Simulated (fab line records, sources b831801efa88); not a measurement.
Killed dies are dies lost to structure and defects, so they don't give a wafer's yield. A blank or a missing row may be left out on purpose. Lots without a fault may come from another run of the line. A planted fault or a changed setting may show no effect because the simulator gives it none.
A struck lot beside a sound one | flow sky130 | 18 steps out of a route of 708
Sound: wafers L314.4, L314.5, L314.6. Struck: wafers L318.3, L318.4, L318.5. The cause comes at the end.
At each step with rows: each side's tool, then ch and its chambers, then its first start. Under that, the readings that differ: sound wafers | struck wafers | difference of the means | sigmas: that difference in standard deviations of wafers without a fault.
alike: readings whose means differ by less than 2 such deviations, and words and numbers that are the same on both sides. not compared: withheld readings, readings that some wafer has no value for, bounds like >300 that may hide the same value, and numbers for which the record gives no deviation and whose values overlap.
The two part at a step that has a row with sigmas, a row that says differs or no value, or rows on one side only. Numbers that don't overlap but have no deviation are shown without sigmas and don't part them. A reading that every wafer of one side lacks parts them only if that side has two wafers or more.

SKY_SONOS_ONO_OVL_MEAS_14:
  sound on overlay-01, day 16 01:26; struck on overlay-02, day 17 11:23
  alike: SONOS_ONO_OVL
SKY_SONOS_ONO_ETCH_15: etches the open film in CHF3/O2, target depth 19.52 nm, time 7.8 s.
  sound on rie_diel-01 ch 1,2, day 16 01:28; struck on rie_diel-02 ch 0,1,2, day 17 11:25
  alike: drypump_motor_current_A, oes_product_au, throttle_valve_pct
  not compared: rf_hours_counter_h
then, 1 step without rows for these wafers: SKY_SONOS_ONO_WET_ETCH_16 (etches SiO2 in dHF, target depth 14 nm, time 280 s).
SKY_SONOS_ONO_STRIP_17: strips in O2/N2.
  sound on plasma_asher-02 ch 0,1, day 16 01:36; struck on plasma_asher-02 ch 0,1, day 17 11:33
  alike: drypump_motor_current_A, oes_product_au, strip_time_to_endpoint_s
  not compared: rf_hours_counter_h
then, 3 steps without rows for these wafers: SKY_SONOS_ONO_WET_ETCH_18 (etches Si3N4 in H3PO4, target depth 15 nm, time 172 s); SKY_GATE_OXIDE_CLEAN_00 (cleans in SC1/SC2, time 150 s); SKY_GATE_OXIDE_OXIDATION_01 (stabilise 600 s, purge 300 s, target thk 10.268 nm).
SKY_GATE_OXIDE_THK_MEAS_02:
  sound on film_metro-01, day 16 03:13; struck on film_metro-01, day 17 13:29
  alike: GATE_OXIDE_OXIDATION_00_THK
then, 4 steps without rows for these wafers: SKY_GATE_OXIDE_DEHYDRATE_03 (time 60 s); SKY_GATE_OXIDE_HMDS_04 (prime time 60 s); SKY_GATE_OXIDE_COAT_05 (resist thk 1140 nm); SKY_GATE_OXIDE_SOFTBAKE_06 (time 60 s).
SKY_GATE_OXIDE_EXPOSE_07: exposes mask LVOM, target cd 600 nm.
  sound on iline_stepper-01 ch 0, day 16 17:30; struck on iline_stepper-02 ch 0, day 18 04:05
  reading                            | sound             | struck               | difference | sigmas
  model.GATE_OXIDE.overlay_x_nm (nm) | 1.314 1.314 1.314 | -184.2 -184.2 -184.2 | -185.5     |
  alike: mask, stage_vel_mm_s
then, 2 steps without rows for these wafers: SKY_GATE_OXIDE_PEB_08; SKY_GATE_OXIDE_DEVELOP_09 (develop time 60 s).
SKY_GATE_OXIDE_OVL_MEAS_10:
  sound on overlay-01, day 17 07:59; struck on overlay-02, day 18 19:28
  reading             | sound        | struck               | difference | sigmas
  GATE_OXIDE_OVL (nm) | 0.6 0.9 -0.6 | -184.1 -185.1 -184.3 | -184.8     | -99 or more
then, 1 step without rows for these wafers: SKY_GATE_OXIDE_IMPLANT_11.
-- the record jumps here: 31 days lie between the struck wafers' starts before and after (it left off in module GATE_OXIDE and takes up again in module PAD_OPEN, whose first step shown is number 708 of the route) --
SKY_PAD_OPEN_PROBE_99:
  sound on prober-01, day 48 13:47; struck on prober-01, day 49 13:39
  reading             | sound    | struck      | difference | sigmas
  killed_at_front_end | 13 14 25 | 418 421 419 | +402       | +84
  killed_dies         | 88 84 86 | 492 492 491 | +406       | +44
  killed_on_rim       | 13 16 25 | 96 96 96    | +78        | +19
  alike: killed_at_M0_to_M3, killed_at_M4_up, killed_at_contacts, killed_at_other, killed_open, killed_short

WHERE THEY PART
First at SKY_GATE_OXIDE_OVL_MEAS_10; last, within this record, at SKY_PAD_OPEN_PROBE_99.

WHY: what the simulator had put in
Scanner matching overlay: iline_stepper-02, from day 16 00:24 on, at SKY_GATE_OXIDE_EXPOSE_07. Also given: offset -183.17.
